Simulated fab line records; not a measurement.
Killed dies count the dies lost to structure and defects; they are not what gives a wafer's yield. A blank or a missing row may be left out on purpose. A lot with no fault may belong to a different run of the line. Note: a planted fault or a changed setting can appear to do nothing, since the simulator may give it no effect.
Commonality check across tools    flow gf180mcu    Lots sampled 13, wafers sampled 39

== WHAT PROMPTED THE OPENING ==
At GF_MVSD_TW_MEAS_11 the reading MVSD_TW is flagged on 1 of 13 lots. No-fault wafers: 1571, standard deviation 20.
Rule: a lot is flagged in two cases, either no wafer of it has a number, or all its wafers with numbers fall more than 4 standard deviations from that mean. As for the other lots, they are considered sound.

lot   measured     on             MVSD_TW, wafer by wafer  flag
L145  day 5 06:45  film_metro-03  1598 1600 1602           
L146  day 5 15:52  film_metro-02  1548 1540 1550           
L148  day 6 06:50  film_metro-03  30 30 30                 FLAGGED
L149  day 6 14:33  film_metro-03  1598 1602 1595           
L152  day 7 06:30  film_metro-02  1547 1546 1546           
L154  day 7 19:14  film_metro-03  1584 1585 1582           
L156  day 8 06:24  film_metro-01  1577 1575 1571           
L157  day 8 11:48  film_metro-01  1566 1564 1569           
L159  day 8 18:26  film_metro-02  1553 1549 1549           
L160  day 9 00:45  film_metro-02  1559 1553 1549           
L161  day 9 07:08  film_metro-03  1589 1593 1597           
L162  day 9 16:47  film_metro-02  1556 1557 1549           
L164  day 9 22:01  film_metro-03  1586 1592 1580           
The numbers of the flagged lots are 30 on average: -1541 against the usual, or -77 standard deviations.

== WHICH TOOL EACH LOT WENT THROUGH ==
The record holds 1 process step before the reading, out of a route of 602 steps. Every cell lists first the tool, next ch and the chambers used by the sampled wafers, and last the start.
lot   flag     GF_MVSD_EXPOSE_04
L145           iline_stepper-01 ch 0, day 5 00:11
L146           iline_stepper-02 ch 0, day 5 08:20
L148  FLAGGED  iline_stepper-02 ch 0, day 5 23:02
L149           iline_stepper-02 ch 0, day 6 08:01
L152           iline_stepper-02 ch 0, day 6 22:11
L154           iline_stepper-02 ch 0, day 7 11:15
L156           iline_stepper-02 ch 0, day 7 22:11
L157           iline_stepper-02 ch 0, day 8 03:46
L159           iline_stepper-02 ch 0, day 8 09:04
L160           iline_stepper-02 ch 0, day 8 16:02
L161           iline_stepper-02 ch 0, day 8 22:28
L162           iline_stepper-02 ch 0, day 9 07:52
L164           iline_stepper-02 ch 0, day 9 13:34
These steps, and what they do:
- GF_MVSD_EXPOSE_04: exposes mask MVSD, target cd 1000 nm.
- GF_MVSD_TW_MEAS_11

== FLAGGED OVER TOTAL, TOOL BY TOOL (the gauges that took the reading come last) ==
step                tool              lots run  flagged  share of the flagged lots  sound lots run after its first flagged lot
GF_MVSD_EXPOSE_04   iline_stepper-01  1         0        none                       -
GF_MVSD_EXPOSE_04   iline_stepper-02  12        1        all                        10 (L149,L152,L154,L156,L157,L159,L160,L161,L162,L164)
GF_MVSD_TW_MEAS_11  film_metro-01     2         0        none                       -
GF_MVSD_TW_MEAS_11  film_metro-02     5         0        none                       -
GF_MVSD_TW_MEAS_11  film_metro-03     6         1        all                        4 (L149,L154,L161,L164)

== WHAT THE TABLE ALLOWS ==
Table rows that saw every flagged lot: 2, namely iline_stepper-02 at GF_MVSD_EXPOSE_04 and film_metro-03 at GF_MVSD_TW_MEAS_11.
- iline_stepper-02 at GF_MVSD_EXPOSE_04 ran 12 lots, 1 of them flagged. Sound lots ran on it after the first flagged one (L149, L152, L154, L156, L157, L159, L160, L161, L162, L164), which a lasting fault on the whole tool wouldn't allow.
- film_metro-03 at GF_MVSD_TW_MEAS_11 ran 6 lots, 1 of them flagged. Sound lots ran on it after the first flagged one (L149, L154, L161, L164), which a lasting fault on the whole tool wouldn't allow.
None of the table's rows ran every flagged lot and, after the first, no sound lot.

== WHAT THE SIMULATOR PUT IN ==
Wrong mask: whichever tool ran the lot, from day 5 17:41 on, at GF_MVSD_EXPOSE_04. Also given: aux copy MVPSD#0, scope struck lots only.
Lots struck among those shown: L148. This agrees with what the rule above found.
